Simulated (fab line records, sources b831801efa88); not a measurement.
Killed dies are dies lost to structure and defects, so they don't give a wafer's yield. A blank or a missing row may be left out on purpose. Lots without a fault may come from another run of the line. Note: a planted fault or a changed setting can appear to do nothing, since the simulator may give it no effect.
What tool caused it? ; flow sky130 ; 6 lots, 18 wafers sampled, at 1 step of a route of 708

== WHAT THE GAUGES SHOWED, per wafer ==
SKY_NWELL_RS_MEAS_31: a four-point-probe measurement.
lot;measured;on;PWDE_RS (ohm/sq)
L133;day 5 14:01;filmMetro-02;5265 5263 5257
L137;day 6 11:11;filmMetro-04;5292 5293 5273
L140;day 7 06:29;filmMetro-02;5292 5298 5291
L142;day 7 20:08;filmMetro-01;5261 5260 5269
L146;day 9 11:58;filmMetro-02;5281 5273 5265
L150;day 10 05:56;filmMetro-01;5251 5248 5270

== TOOL THAT RAN EACH LOT (tool first, then ch and the chambers of the sampled wafers, then the start) ==
The record holds no process step before these readings.

== THE ANSWER, worked out from the rows above alone ==
Rule: the usual values come from the lots themselves. Put in order of their means at a reading, lots are off if they are a third of the lots or fewer, leave a main group of 4 or more, and stand apart from it by a gap of 3 or more times the standard deviation of the main group's means; of several such gaps the widest counts. Not used: any main group whose means are identical at the precision the tables above print for the reading. A lot without any number at a reading at which 4 lots or more have one is off too. Any other lot the step has rows for is counted as sound.
No lot is off on any of the readings shown, so nothing can be concluded from this.

== WHAT THE SIMULATOR HAD INSERTED ==
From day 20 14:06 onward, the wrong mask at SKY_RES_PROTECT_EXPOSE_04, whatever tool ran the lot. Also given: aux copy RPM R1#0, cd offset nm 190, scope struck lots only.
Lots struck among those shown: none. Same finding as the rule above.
